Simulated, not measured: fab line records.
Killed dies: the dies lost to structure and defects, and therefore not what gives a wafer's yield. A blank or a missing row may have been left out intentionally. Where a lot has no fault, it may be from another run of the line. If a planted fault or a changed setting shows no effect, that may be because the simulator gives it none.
fab line records || flow sky130
record: {"lots": 6, "wafers": 18, "last-day": 49}
route steps=708 shown CONTACT@407 PAD_OPEN@708
lots with no fault: from the same line, run without faults
start-h: start of the lot's first displayed wafer, in hours after the record's first day || wait-h: how many hours have passed since the lot's step before this one || " the same as in the row above || L1.1+2: a single row standing in for several wafers || - value missing, or start not given || * or withheld: withheld || < > ~ a bound
route shown NAME@n: NAME is a module with steps in the file, n the number in the route of the first one || usual: mean/standard deviation taken from wafers without a fault || same: alike in all rows || chamber/n: place in a boat || sites: readings site by site || _std_site: standard deviation of those values || _edge_site: outer sites' mean less inner sites' || radius-mm: for every site, how far away it sits from the centre of the wafer || mask NAME#n: copy n || behind: the last tool/chamber to shape the wafer || hold: cause of the lot's hold/its duration in hours/its outcome || device: which transistor (n, p or np) failed to switch || end of line: tests run on the same wafers once the route is complete || step lacking rows: just its recipe || killed: the dies lost at the first sort to structure and to defects; this is not the yield of the wafer || map: shows each die of a wafer: x if killed, . if not, _ if none is there
set.NAME: setting as actually run; set.NAME@STEP: the setting as run at that earlier step || model.NAME: the simulator's own value behind a step, which no gauge read
lots seen at some steps along the route; tables by step, rows by wafer
services: from which hour (start-h, from the record's first day; less than 0 if before it) a tool's chamber was out of use, for how many hours, and why
== steps ==
step: SKY_CONTACT_THK_MEAS_01
recipe: {"reads": "Si3N4_of_CONTACT_CVD_00"}
usual: {"CONTACT_CVD_00_THK": "74.7/0.95"}
{"lot.wafer": "L111.2", "tool": "film-metro-03", "chamber": "-", "start-h": 707.82, "wait-h": "-", "CONTACT_CVD_00_THK[nm]": 72.8}
{"lot.wafer": "L111.3", "tool": "film-metro-03", "chamber": "-", "start-h": 707.82, "wait-h": "-", "CONTACT_CVD_00_THK[nm]": 73.4}
{"lot.wafer": "L111.6", "tool": "film-metro-03", "chamber": "-", "start-h": 707.82, "wait-h": "-", "CONTACT_CVD_00_THK[nm]": 74.6}
{"lot.wafer": "L121.1", "tool": "film-metro-03", "chamber": "-", "start-h": 793.68, "wait-h": "-", "CONTACT_CVD_00_THK[nm]": 75.6}
{"lot.wafer": "L121.2", "tool": "film-metro-03", "chamber": "-", "start-h": 793.68, "wait-h": "-", "CONTACT_CVD_00_THK[nm]": 73.8}
{"lot.wafer": "L121.5", "tool": "film-metro-03", "chamber": "-", "start-h": 793.68, "wait-h": "-", "CONTACT_CVD_00_THK[nm]": 77.1}
{"lot.wafer": "L123.2", "tool": "film-metro-04", "chamber": "-", "start-h": 806.97, "wait-h": "-", "CONTACT_CVD_00_THK[nm]": 72.3}
{"lot.wafer": "L123.3", "tool": "film-metro-04", "chamber": "-", "start-h": 806.97, "wait-h": "-", "CONTACT_CVD_00_THK[nm]": 73.4}
{"lot.wafer": "L123.6", "tool": "film-metro-04", "chamber": "-", "start-h": 806.97, "wait-h": "-", "CONTACT_CVD_00_THK[nm]": 74.6}
{"lot.wafer": "L125.4", "tool": "film-metro-02", "chamber": "-", "start-h": 819.34, "wait-h": "-", "CONTACT_CVD_00_THK[nm]": 74.5}
{"lot.wafer": "L125.5", "tool": "film-metro-02", "chamber": "-", "start-h": 819.34, "wait-h": "-", "CONTACT_CVD_00_THK[nm]": 75.0}
{"lot.wafer": "L125.6", "tool": "film-metro-02", "chamber": "-", "start-h": 819.34, "wait-h": "-", "CONTACT_CVD_00_THK[nm]": 75.3}
{"lot.wafer": "L127.3", "tool": "film-metro-03", "chamber": "-", "start-h": 833.49, "wait-h": "-", "CONTACT_CVD_00_THK[nm]": 75.2}
{"lot.wafer": "L127.5", "tool": "film-metro-03", "chamber": "-", "start-h": 833.49, "wait-h": "-", "CONTACT_CVD_00_THK[nm]": 74.5}
{"lot.wafer": "L127.6", "tool": "film-metro-03", "chamber": "-", "start-h": 833.49, "wait-h": "-", "CONTACT_CVD_00_THK[nm]": 74.8}
{"lot.wafer": "L129.1", "tool": "film-metro-04", "chamber": "-", "start-h": 850.06, "wait-h": "-", "CONTACT_CVD_00_THK[nm]": 73.6}
{"lot.wafer": "L129.4", "tool": "film-metro-04", "chamber": "-", "start-h": 850.06, "wait-h": "-", "CONTACT_CVD_00_THK[nm]": 75.2}
{"lot.wafer": "L129.5", "tool": "film-metro-04", "chamber": "-", "start-h": 850.06, "wait-h": "-", "CONTACT_CVD_00_THK[nm]": 74.4}
step: SKY_CONTACT_HDPCVD_02
recipe: {"material": "SiO2", "target-thk-nm": 565, "sigma-open-frac": 0.3, "time-s": 94.2, "temp-c": 600, "sih4-flow-sccm": 60, "pressure-mtorr": 6}
step: SKY_CONTACT_THK_MEAS_03
recipe: {"reads": "SiO2_of_CONTACT_HDPCVD_02"}
usual: {"CONTACT_HDPCVD_THK": "567/4.8"}
{"lot.wafer": "L111.2", "tool": "film-metro-04", "chamber": "-", "start-h": 707.95, "wait-h": 0.0, "CONTACT_HDPCVD_THK[nm]": 561}
{"lot.wafer": "L111.3", "tool": "film-metro-04", "chamber": "-", "start-h": 707.95, "wait-h": 0.0, "CONTACT_HDPCVD_THK[nm]": 572}
{"lot.wafer": "L111.6", "tool": "film-metro-04", "chamber": "-", "start-h": 707.95, "wait-h": 0.0, "CONTACT_HDPCVD_THK[nm]": 569}
{"lot.wafer": "L121.1", "tool": "film-metro-04", "chamber": "-", "start-h": 793.81, "wait-h": 0.0, "CONTACT_HDPCVD_THK[nm]": 560}
{"lot.wafer": "L121.2", "tool": "film-metro-04", "chamber": "-", "start-h": 793.81, "wait-h": 0.0, "CONTACT_HDPCVD_THK[nm]": 560}
{"lot.wafer": "L121.5", "tool": "film-metro-04", "chamber": "-", "start-h": 793.81, "wait-h": 0.0, "CONTACT_HDPCVD_THK[nm]": 563}
{"lot.wafer": "L123.2", "tool": "film-metro-02", "chamber": "-", "start-h": 807.10, "wait-h": 0.0, "CONTACT_HDPCVD_THK[nm]": 564}
{"lot.wafer": "L123.3", "tool": "film-metro-02", "chamber": "-", "start-h": 807.10, "wait-h": 0.0, "CONTACT_HDPCVD_THK[nm]": 570}
{"lot.wafer": "L123.6", "tool": "film-metro-02", "chamber": "-", "start-h": 807.10, "wait-h": 0.0, "CONTACT_HDPCVD_THK[nm]": 566}
{"lot.wafer": "L125.4", "tool": "film-metro-03", "chamber": "-", "start-h": 819.47, "wait-h": 0.0, "CONTACT_HDPCVD_THK[nm]": 570}
{"lot.wafer": "L125.5", "tool": "film-metro-03", "chamber": "-", "start-h": 819.47, "wait-h": 0.0, "CONTACT_HDPCVD_THK[nm]": 562}
{"lot.wafer": "L125.6", "tool": "film-metro-03", "chamber": "-", "start-h": 819.47, "wait-h": 0.0, "CONTACT_HDPCVD_THK[nm]": 564}
{"lot.wafer": "L127.3", "tool": "film-metro-03", "chamber": "-", "start-h": 833.62, "wait-h": 0.1, "CONTACT_HDPCVD_THK[nm]": 560}
{"lot.wafer": "L127.5", "tool": "film-metro-03", "chamber": "-", "start-h": 833.62, "wait-h": 0.1, "CONTACT_HDPCVD_THK[nm]": 560}
{"lot.wafer": "L127.6", "tool": "film-metro-03", "chamber": "-", "start-h": 833.62, "wait-h": 0.1, "CONTACT_HDPCVD_THK[nm]": 569}
{"lot.wafer": "L129.1", "tool": "film-metro-03", "chamber": "-", "start-h": 850.19, "wait-h": 0.0, "CONTACT_HDPCVD_THK[nm]": 576}
{"lot.wafer": "L129.4", "tool": "film-metro-03", "chamber": "-", "start-h": 850.19, "wait-h": 0.0, "CONTACT_HDPCVD_THK[nm]": 576}
{"lot.wafer": "L129.5", "tool": "film-metro-03", "chamber": "-", "start-h": 850.19, "wait-h": 0.0, "CONTACT_HDPCVD_THK[nm]": 576}
step: SKY_CONTACT_CMP_04
recipe: {"material": "SiO2", "down-force-psi": 4, "platen-rpm": 60, "pad-velocity-m-s": 0.94248}
usual: {"head-pressure-psi": "4.001/0.0091", "motor-current-A": "11.4/1.1", "time-to-endpoint-s": "82/3.5"}
{"lot.wafer": "L111.3", "tool": "cmp-01", "chamber": 0, "start-h": 708.10, "wait-h": 0.1, "head-pressure-psi": 3.981, "motor-current-A": 12.6, "time-to-endpoint-s": 78}
{"lot.wafer": "L111.2", "tool": "cmp-01", "chamber": 1, "start-h": 708.10, "wait-h": 0.1, "head-pressure-psi": 4.004, "motor-current-A": 9.8, "time-to-endpoint-s": 77}
{"lot.wafer": "L111.6", "tool": "cmp-01", "chamber": 2, "start-h": 708.10, "wait-h": 0.1, "head-pressure-psi": 4.013, "motor-current-A": 10.3, "time-to-endpoint-s": 77}
{"lot.wafer": "L121.1", "tool": "cmp-01", "chamber": 1, "start-h": 793.87, "wait-h": 0.1, "head-pressure-psi": 3.992, "motor-current-A": 9.6, "time-to-endpoint-s": 83}
{"lot.wafer": "L121.2", "tool": "cmp-01", "chamber": 2, "start-h": 793.87, "wait-h": 0.1, "head-pressure-psi": 3.998, "motor-current-A": 10.9, "time-to-endpoint-s": 77}
{"lot.wafer": "L121.5", "tool": "cmp-01", "chamber": 2, "start-h": 793.87, "wait-h": 0.1, "head-pressure-psi": 4.015, "motor-current-A": 10.8, "time-to-endpoint-s": 75}
{"lot.wafer": "L123.3", "tool": "cmp-02", "chamber": 2, "start-h": 807.15, "wait-h": 0.0, "head-pressure-psi": 4.007, "motor-current-A": 9.9, "time-to-endpoint-s": 83}
{"lot.wafer": "L123.2", "tool": "cmp-02", "chamber": 0, "start-h": 807.15, "wait-h": 0.0, "head-pressure-psi": 3.996, "motor-current-A": 11.4, "time-to-endpoint-s": 83}
{"lot.wafer": "L123.6", "tool": "cmp-02", "chamber": 3, "start-h": 807.15, "wait-h": 0.0, "head-pressure-psi": 3.999, "motor-current-A": 11.8, "time-to-endpoint-s": 84}
{"lot.wafer": "L125.4", "tool": "cmp-01", "chamber": 0, "start-h": 819.50, "wait-h": 0.0, "head-pressure-psi": 4.009, "motor-current-A": 13.3, "time-to-endpoint-s": 85}
{"lot.wafer": "L125.5", "tool": "cmp-01", "chamber": 0, "start-h": 819.50, "wait-h": 0.0, "head-pressure-psi": 4.006, "motor-current-A": 12.7, "time-to-endpoint-s": 80}
{"lot.wafer": "L125.6", "tool": "cmp-01", "chamber": 1, "start-h": 819.50, "wait-h": 0.0, "head-pressure-psi": 4.020, "motor-current-A": 10.4, "time-to-endpoint-s": 86}
{"lot.wafer": "L127.3", "tool": "cmp-01", "chamber": 0, "start-h": 833.66, "wait-h": 0.0, "head-pressure-psi": 3.999, "motor-current-A": 12.9, "time-to-endpoint-s": 78}
{"lot.wafer": "L127.5", "tool": "cmp-01", "chamber": 0, "start-h": 833.66, "wait-h": 0.0, "head-pressure-psi": 4.002, "motor-current-A": 12.9, "time-to-endpoint-s": 79}
{"lot.wafer": "L127.6", "tool": "cmp-01", "chamber": 1, "start-h": 833.66, "wait-h": 0.0, "head-pressure-psi": 3.991, "motor-current-A": 10.0, "time-to-endpoint-s": 86}
{"lot.wafer": "L129.1", "tool": "cmp-02", "chamber": 1, "start-h": 850.35, "wait-h": 0.1, "head-pressure-psi": 3.991, "motor-current-A": 11.9, "time-to-endpoint-s": 88}
{"lot.wafer": "L129.4", "tool": "cmp-02", "chamber": 2, "start-h": 850.35, "wait-h": 0.1, "head-pressure-psi": 3.999, "motor-current-A": 10.0, "time-to-endpoint-s": 88}
{"lot.wafer": "L129.5", "tool": "cmp-02", "chamber": 0, "start-h": 850.35, "wait-h": 0.1, "head-pressure-psi": 3.992, "motor-current-A": 11.3, "time-to-endpoint-s": 88}
step: SKY_CONTACT_BOW_MEAS_05
recipe: {"mode": "bow"}
usual: {"CONTACT_BOW": "83/7.4"}
{"lot.wafer": "L111.2", "tool": "film-metro-02", "chamber": "-", "start-h": 708.32, "wait-h": 0.1, "CONTACT_BOW[um]": 94}
{"lot.wafer": "L111.3", "tool": "film-metro-02", "chamber": "-", "start-h": 708.32, "wait-h": 0.1, "CONTACT_BOW[um]": 89}
{"lot.wafer": "L111.6", "tool": "film-metro-02", "chamber": "-", "start-h": 708.32, "wait-h": 0.1, "CONTACT_BOW[um]": 69}
{"lot.wafer": "L121.1", "tool": "film-metro-03", "chamber": "-", "start-h": 794.17, "wait-h": 0.2, "CONTACT_BOW[um]": 94}
{"lot.wafer": "L121.2", "tool": "film-metro-03", "chamber": "-", "start-h": 794.17, "wait-h": 0.2, "CONTACT_BOW[um]": 89}
{"lot.wafer": "L121.5", "tool": "film-metro-03", "chamber": "-", "start-h": 794.17, "wait-h": 0.2, "CONTACT_BOW[um]": 80}
{"lot.wafer": "L123.2", "tool": "film-metro-04", "chamber": "-", "start-h": 807.47, "wait-h": 0.2, "CONTACT_BOW[um]": 92}
{"lot.wafer": "L123.3", "tool": "film-metro-04", "chamber": "-", "start-h": 807.47, "wait-h": 0.2, "CONTACT_BOW[um]": 80}
{"lot.wafer": "L123.6", "tool": "film-metro-04", "chamber": "-", "start-h": 807.47, "wait-h": 0.2, "CONTACT_BOW[um]": 82}
{"lot.wafer": "L125.4", "tool": "film-metro-03", "chamber": "-", "start-h": 819.86, "wait-h": 0.3, "CONTACT_BOW[um]": 94}
{"lot.wafer": "L125.5", "tool": "film-metro-03", "chamber": "-", "start-h": 819.86, "wait-h": 0.3, "CONTACT_BOW[um]": 90}
{"lot.wafer": "L125.6", "tool": "film-metro-03", "chamber": "-", "start-h": 819.86, "wait-h": 0.3, "CONTACT_BOW[um]": 80}
{"lot.wafer": "L127.3", "tool": "film-metro-03", "chamber": "-", "start-h": 834.00, "wait-h": 0.3, "CONTACT_BOW[um]": 81}
{"lot.wafer": "L127.5", "tool": "film-metro-03", "chamber": "-", "start-h": 834.00, "wait-h": 0.3, "CONTACT_BOW[um]": 73}
{"lot.wafer": "L127.6", "tool": "film-metro-03", "chamber": "-", "start-h": 834.00, "wait-h": 0.3, "CONTACT_BOW[um]": 85}
{"lot.wafer": "L129.1", "tool": "film-metro-02", "chamber": "-", "start-h": 850.55, "wait-h": 0.1, "CONTACT_BOW[um]": 78}
{"lot.wafer": "L129.4", "tool": "film-metro-02", "chamber": "-", "start-h": 850.55, "wait-h": 0.1, "CONTACT_BOW[um]": 80}
{"lot.wafer": "L129.5", "tool": "film-metro-02", "chamber": "-", "start-h": 850.55, "wait-h": 0.1, "CONTACT_BOW[um]": 79}
step: SKY_CONTACT_DEHYDRATE_06
recipe: {"temp-c": 200, "time-s": 60}
step: SKY_CONTACT_HMDS_07
recipe: {"prime-time-s": 60, "prime-temp-c": 120}
step: SKY_CONTACT_COAT_08
recipe: {"resist": "BARC", "temp-c": "withheld", "time-s": "withheld", "spin-rpm": 3000, "resist-thk-nm": 60}
step: SKY_CONTACT_COAT_09
recipe: {"resist": "KrF-thick", "spin-rpm": 2949, "resist-thk-nm": 450}
step: SKY_CONTACT_SOFTBAKE_10
recipe: {"temp-c": 100, "time-s": 90, "resist": "KrF-thick"}
step: SKY_CONTACT_EXPOSE_11
recipe: {"mask-id": "CTM1", "na": 0.8, "source-shape": "annular", "sigma-inner": 0.55, "sigma-outer": 0.85, "target-cd-nm": 170, "dose-mj": 38}
step: SKY_CONTACT_PEB_12
recipe: {"peb-temp-c": "withheld", "peb-time-s": "withheld", "resist": "KrF-thick"}
step: SKY_CONTACT_DEVELOP_13
recipe: {"develop-time-s": 60, "resist": "KrF-thick", "dev-temp-c": 21}
usual: {"developer-temp-C": "20.98/0.11"}
{"lot.wafer": "L111.2", "tool": "litho-track-04", "chamber": 0, "start-h": 736, "wait-h": "-", "developer-temp-C": 21.10}
{"lot.wafer": "L111.3", "tool": "litho-track-04", "chamber": 0, "start-h": 736, "wait-h": "-", "developer-temp-C": 20.98}
{"lot.wafer": "L111.6", "tool": "litho-track-04", "chamber": 0, "start-h": 736, "wait-h": "-", "developer-temp-C": 21.15}
{"lot.wafer": "L121.1", "tool": "litho-track-02", "chamber": 0, "start-h": 820, "wait-h": "-", "developer-temp-C": 20.95}
{"lot.wafer": "L121.2", "tool": "litho-track-02", "chamber": 0, "start-h": 820, "wait-h": "-", "developer-temp-C": 20.98}
{"lot.wafer": "L121.5", "tool": "litho-track-02", "chamber": 0, "start-h": 820, "wait-h": "-", "developer-temp-C": 20.84}
{"lot.wafer": "L123.2", "tool": "litho-track-04", "chamber": 0, "start-h": 833, "wait-h": "-", "developer-temp-C": 21.04}
{"lot.wafer": "L123.3", "tool": "litho-track-04", "chamber": 0, "start-h": 833, "wait-h": "-", "developer-temp-C": 20.93}
{"lot.wafer": "L123.6", "tool": "litho-track-04", "chamber": 0, "start-h": 833, "wait-h": "-", "developer-temp-C": 21.03}
{"lot.wafer": "L125.4", "tool": "litho-track-01", "chamber": 0, "start-h": 845, "wait-h": "-", "developer-temp-C": 21.04}
{"lot.wafer": "L125.5", "tool": "litho-track-01", "chamber": 0, "start-h": 845, "wait-h": "-", "developer-temp-C": 21.04}
{"lot.wafer": "L125.6", "tool": "litho-track-01", "chamber": 0, "start-h": 845, "wait-h": "-", "developer-temp-C": 21.01}
{"lot.wafer": "L127.3", "tool": "litho-track-01", "chamber": 0, "start-h": 859, "wait-h": "-", "developer-temp-C": 23.10}
{"lot.wafer": "L127.5", "tool": "litho-track-01", "chamber": 0, "start-h": 859, "wait-h": "-", "developer-temp-C": 23.01}
{"lot.wafer": "L127.6", "tool": "litho-track-01", "chamber": 0, "start-h": 859, "wait-h": "-", "developer-temp-C": 22.99}
{"lot.wafer": "L129.1", "tool": "litho-track-01", "chamber": 0, "start-h": 876, "wait-h": "-", "developer-temp-C": 22.97}
{"lot.wafer": "L129.4", "tool": "litho-track-01", "chamber": 0, "start-h": 876, "wait-h": "-", "developer-temp-C": 23.10}
{"lot.wafer": "L129.5", "tool": "litho-track-01", "chamber": 0, "start-h": 876, "wait-h": "-", "developer-temp-C": 23.00}
step: SKY_CONTACT_CD_MEAS_14
recipe: {"target-cd-nm": 170}
usual: {"cd-nm": "169.8/1.7"}
{"lot.wafer": "L111.2", "tool": "cd-sem-01", "chamber": "-", "start-h": 736.27, "wait-h": "-", "cd-nm": 170.7}
{"lot.wafer": "L111.3", "tool": "cd-sem-01", "chamber": "-", "start-h": 736.27, "wait-h": "-", "cd-nm": 169.9}
{"lot.wafer": "L111.6", "tool": "cd-sem-01", "chamber": "-", "start-h": 736.27, "wait-h": "-", "cd-nm": 169.9}
{"lot.wafer": "L121.1", "tool": "cd-sem-02", "chamber": "-", "start-h": 820.69, "wait-h": "-", "cd-nm": 170.4}
{"lot.wafer": "L121.2", "tool": "cd-sem-02", "chamber": "-", "start-h": 820.69, "wait-h": "-", "cd-nm": 170.1}
{"lot.wafer": "L121.5", "tool": "cd-sem-02", "chamber": "-", "start-h": 820.69, "wait-h": "-", "cd-nm": 170.5}
{"lot.wafer": "L123.2", "tool": "cd-sem-02", "chamber": "-", "start-h": 833.37, "wait-h": "-", "cd-nm": 168.5}
{"lot.wafer": "L123.3", "tool": "cd-sem-02", "chamber": "-", "start-h": 833.37, "wait-h": "-", "cd-nm": 168.8}
{"lot.wafer": "L123.6", "tool": "cd-sem-02", "chamber": "-", "start-h": 833.37, "wait-h": "-", "cd-nm": 168.1}
{"lot.wafer": "L125.4", "tool": "cd-sem-01", "chamber": "-", "start-h": 845.62, "wait-h": "-", "cd-nm": 167.6}
{"lot.wafer": "L125.5", "tool": "cd-sem-01", "chamber": "-", "start-h": 845.62, "wait-h": "-", "cd-nm": 167.9}
{"lot.wafer": "L125.6", "tool": "cd-sem-01", "chamber": "-", "start-h": 845.62, "wait-h": "-", "cd-nm": 167.5}
{"lot.wafer": "L127.3", "tool": "cd-sem-01", "chamber": "-", "start-h": 859.20, "wait-h": "-", "cd-nm": 171.0}
{"lot.wafer": "L127.5", "tool": "cd-sem-01", "chamber": "-", "start-h": 859.20, "wait-h": "-", "cd-nm": 168.8}
{"lot.wafer": "L127.6", "tool": "cd-sem-01", "chamber": "-", "start-h": 859.20, "wait-h": "-", "cd-nm": 168.3}
{"lot.wafer": "L129.1", "tool": "cd-sem-01", "chamber": "-", "start-h": 876.31, "wait-h": "-", "cd-nm": 170.0}
{"lot.wafer": "L129.4", "tool": "cd-sem-01", "chamber": "-", "start-h": 876.31, "wait-h": "-", "cd-nm": 168.9}
{"lot.wafer": "L129.5", "tool": "cd-sem-01", "chamber": "-", "start-h": 876.31, "wait-h": "-", "cd-nm": 170.0}
step: SKY_PAD_OPEN_PROBE_99
usual: {"killed_at_M0_to_M3": "43/6.9", "killed_at_M4_up": "3.2/2", "killed-at-contacts": "25/5.1", "killed-at-front-end": "15/4.5", "killed-at-other": "0.2/0.51", "killed-dies": "85/9.5", "killed-open": "48/6.9", "killed-short": "38/6.7"}
same: {"gross-dies": 492, "killed-at-back-side": 0}
{"lot.wafer": "L123.2", "tool": "prober-01", "chamber": "-", "start-h": 1150.06, "wait-h": 0.1, "killed_at_M0_to_M3": 43, "killed_at_M4_up": 1, "killed-at-contacts": 16, "killed-at-front-end": 17, "killed-at-other": 0, "killed-dies": 77, "killed-open": 44, "killed-short": 33}
{"lot.wafer": "L123.3", "tool": "prober-01", "chamber": "-", "start-h": 1150.11, "wait-h": 0.2, "killed_at_M0_to_M3": 37, "killed_at_M4_up": 6, "killed-at-contacts": 32, "killed-at-front-end": 14, "killed-at-other": 0, "killed-dies": 89, "killed-open": 53, "killed-short": 36}
{"lot.wafer": "L123.6", "tool": "prober-01", "chamber": "-", "start-h": 1150.26, "wait-h": 0.2, "killed_at_M0_to_M3": 43, "killed_at_M4_up": 3, "killed-at-contacts": 19, "killed-at-front-end": 16, "killed-at-other": 1, "killed-dies": 82, "killed-open": 54, "killed-short": 28}
{"lot.wafer": "L127.3", "tool": "prober-01", "chamber": "-", "start-h": 1167.07, "wait-h": 0.2, "killed_at_M0_to_M3": 34, "killed_at_M4_up": 7, "killed-at-contacts": 28, "killed-at-front-end": 10, "killed-at-other": 0, "killed-dies": 79, "killed-open": 47, "killed-short": 32}
{"lot.wafer": "L127.5", "tool": "prober-01", "chamber": "-", "start-h": 1167.17, "wait-h": 0.2, "killed_at_M0_to_M3": 42, "killed_at_M4_up": 2, "killed-at-contacts": 28, "killed-at-front-end": 14, "killed-at-other": 1, "killed-dies": 87, "killed-open": 47, "killed-short": 40}
{"lot.wafer": "L127.6", "tool": "prober-01", "chamber": "-", "start-h": 1167.22, "wait-h": 0.2, "killed_at_M0_to_M3": 47, "killed_at_M4_up": 2, "killed-at-contacts": 19, "killed-at-front-end": 11, "killed-at-other": 0, "killed-dies": 79, "killed-open": 44, "killed-short": 35}
killed by level:class
L123.2 VIA1:geometric-particle:open=12 VIA3:geometric-particle:open=7 VIA1:geometric-particle:short=7 CONTACT:geometric-particle:open=6 CONTACT:geometric-particle:short=5 SPACER:geometric-particle:open=4 FIELD_ISO:geometric-particle:open=3 METAL1:geometric-particle:short=3
L123.3 CONTACT:geometric-particle:open=11 VIA1:geometric-particle:open=10 LI_CONTACT:geometric-particle:open=8 CONTACT:geometric-particle:short=6 VIA2:geometric-particle:open=6 LOCAL_INTERCONNECT:geometric-particle:short=5 VIA3:geometric-particle:open=5 FIELD_ISO:geometric-particle:open=4
L123.6 VIA1:geometric-particle:open=12 VIA1:geometric-particle:short=8 VIA3:geometric-particle:open=8 CONTACT:geometric-particle:open=6 VIA2:geometric-particle:open=6 FIELD_ISO:geometric-particle:short=4 LI_CONTACT:geometric-particle:open=4 FIELD_ISO:geometric-particle:open=3
L127.3 CONTACT:geometric-particle:open=15 VIA1:geometric-particle:open=8 LI_CONTACT:geometric-particle:open=7 VIA2:geometric-particle:open=6 POLY_GATE:geometric-particle:short=5 METAL1:geometric-particle:short=5 VIA3:geometric-particle:open=5 VIA1:geometric-particle:short=4
L127.5 CONTACT:geometric-particle:open=9 VIA1:geometric-particle:open=9 LI_CONTACT:geometric-particle:open=7 VIA1:geometric-particle:short=6 METAL2:geometric-particle:short=6 LOCAL_INTERCONNECT:geometric-particle:short=5 FIELD_ISO:geometric-particle:short=4 FIELD_ISO:geometric-particle:open=4
L127.6 VIA1:geometric-particle:open=12 VIA3:geometric-particle:open=7 CONTACT:geometric-particle:open=6 LI_CONTACT:geometric-particle:short=5 VIA2:geometric-particle:open=5 METAL1:geometric-particle:short=5 VIA1:geometric-particle:short=5 POLY_GATE:geometric-particle:short=3
== services ==
{"tool": "cmp-02", "chamber": "-", "start-h": 686.98, "hours": 2.7, "kind": "repair"}
{"tool": "cmp-02", "chamber": "-", "start-h": 706.18, "hours": 1.6, "kind": "repair"}
{"tool": "cmp-02", "chamber": "-", "start-h": 744.07, "hours": 4.0, "kind": "pm"}
{"tool": "cmp-02", "chamber": "-", "start-h": 748.07, "hours": "-", "kind": "consumable-replace:conditioner"}
{"tool": "cmp-02", "chamber": "-", "start-h": 748.07, "hours": "-", "kind": "consumable-replace:pad"}
{"tool": "cmp-02", "chamber": "-", "start-h": 749.43, "hours": 6.3, "kind": "pm"}
{"tool": "cmp-02", "chamber": "-", "start-h": 779.88, "hours": 1.1, "kind": "repair"}
{"tool": "cmp-01", "chamber": "-", "start-h": 814.12, "hours": 0.2, "kind": "repair"}
{"tool": "cmp-02", "chamber": "-", "start-h": 839.24, "hours": 5.7, "kind": "repair"}
{"tool": "cmp-01", "chamber": "-", "start-h": 839.24, "hours": 0.8, "kind": "repair"}
{"tool": "cmp-01", "chamber": "-", "start-h": 848.31, "hours": 5.1, "kind": "repair"}
{"tool": "cmp-02", "chamber": "-", "start-h": 853.48, "hours": 6.2, "kind": "pm"}
== key ==
first-sign: {"step": "SKY_CONTACT_DEVELOP_13", "reading": "developer-temp-C", "direction": "up", "sigmas": 18, "usual": "*", "struck": "*"}
effect none on later readings
met-at SKY_CONTACT_DEVELOP_13
struck-wafers L127.3,L127.5,L127.6,L129.1,L129.4,L129.5
tester-left-out L127,L129
loop-trim: {"step": "SKY_CONTACT_EXPOSE_11", "setting": "dose", "lots": "L129"}
onset-between 845 859
fault: {"kind": "process-parameter-drift", "tool": "litho-track-01", "chamber": "-", "onset-h": 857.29, "steps": "SKY_CONTACT_DEVELOP_13", "channel": "dev-temp-c", "offset": "*", "shape": "step", "end-h": 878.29, "acts-in": "*", "stated": "*"}
tester-left-out: of these lots the tester's yield and bins aren't shown, on N5 and GAA mostly nor the transistor test; their killed dies are dies lost to structure and defects alone, not to doping, threshold or leakage, so they don't give the yield
loop-trim: a control loop set the setting to another value than it would have without faults
